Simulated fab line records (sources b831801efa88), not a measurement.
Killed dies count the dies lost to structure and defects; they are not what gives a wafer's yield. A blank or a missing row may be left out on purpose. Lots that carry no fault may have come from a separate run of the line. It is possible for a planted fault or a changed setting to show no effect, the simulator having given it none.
Matching of chambers / flow sky130 / rie diel-02 running SKY_VIA2_ETCH_15: 4 sister chambers
The step etches SiO2 in C4F8/O2/Ar, stops on TiN, target depth 546 nm, time 84 s. 7 wafers are shown with their chamber, then 7 later ones without.

== WAFERS PAIRED WITH THEIR CHAMBERS ==
wafer=L684.3; chamber=3; bias w (W)=1206; oes product au (a.u.)=0.945
wafer=L688.2; chamber=1; bias w (W)=1205; oes product au (a.u.)=0.935
wafer=L691.1; chamber=3; bias w (W)=1199; oes product au (a.u.)=0.941
wafer=L691.3; chamber=2; bias w (W)=1197; oes product au (a.u.)=0.943
wafer=L691.4; chamber=0; bias w (W)=1199; oes product au (a.u.)=0.944
wafer=L693.1; chamber=2; bias w (W)=1200; oes product au (a.u.)=0.938
wafer=L693.2; chamber=0; bias w (W)=1197; oes product au (a.u.)=0.936

== WAFERS WITHOUT THEIR CHAMBER ==
wafer=L693.6; bias w (W)=1196; oes product au (a.u.)=0.940
wafer=L689.3; bias w (W)=1200; oes product au (a.u.)=0.944
wafer=L689.4; bias w (W)=1197; oes product au (a.u.)=0.939
wafer=L689.5; bias w (W)=1204; oes product au (a.u.)=0.944
wafer=L694.2; bias w (W)=1194; oes product au (a.u.)=0.942
wafer=L694.3; bias w (W)=1199; oes product au (a.u.)=0.935
wafer=L694.5; bias w (W)=1193; oes product au (a.u.)=0.939

== THE CHAMBER EACH PASSED THROUGH ==
wafer=L693.6; from the rows above=can't be placed: 0 or 2 or 3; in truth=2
wafer=L689.3; from the rows above=can't be placed: 3 or 2 or 0 or 1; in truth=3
wafer=L689.4; from the rows above=can't be placed: 0 or 2 or 3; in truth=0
wafer=L689.5; from the rows above=can't be placed: 3 or 2 or 0 or 1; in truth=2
wafer=L694.2; from the rows above=can't be placed: 0 or 2 or 3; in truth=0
wafer=L694.3; from the rows above=can't be placed: 0 or 2 or 1 or 3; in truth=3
wafer=L694.5; from the rows above=can't be placed: 0 or 2 or 3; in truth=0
Placed correctly: 0 of 7. These rows do not allow placing 7 (true chamber among the candidates in 7). 0 placed wrongly.
How it was worked out, from the rows above alone: a wafer's distance from a chamber is the root of the sum, over the readings, of the square of ((its reading less the chamber's mean) divided by the reading's scatter). The wafer belongs to the nearest chamber; if the next one is less than 2 further off, it can't be placed. Each chamber's mean is taken over the wafers shown for it. The scatter is the square root of a quotient: the sum, over the shown wafers, of each reading's squared deviation from its chamber's mean, divided by wafers minus chambers.
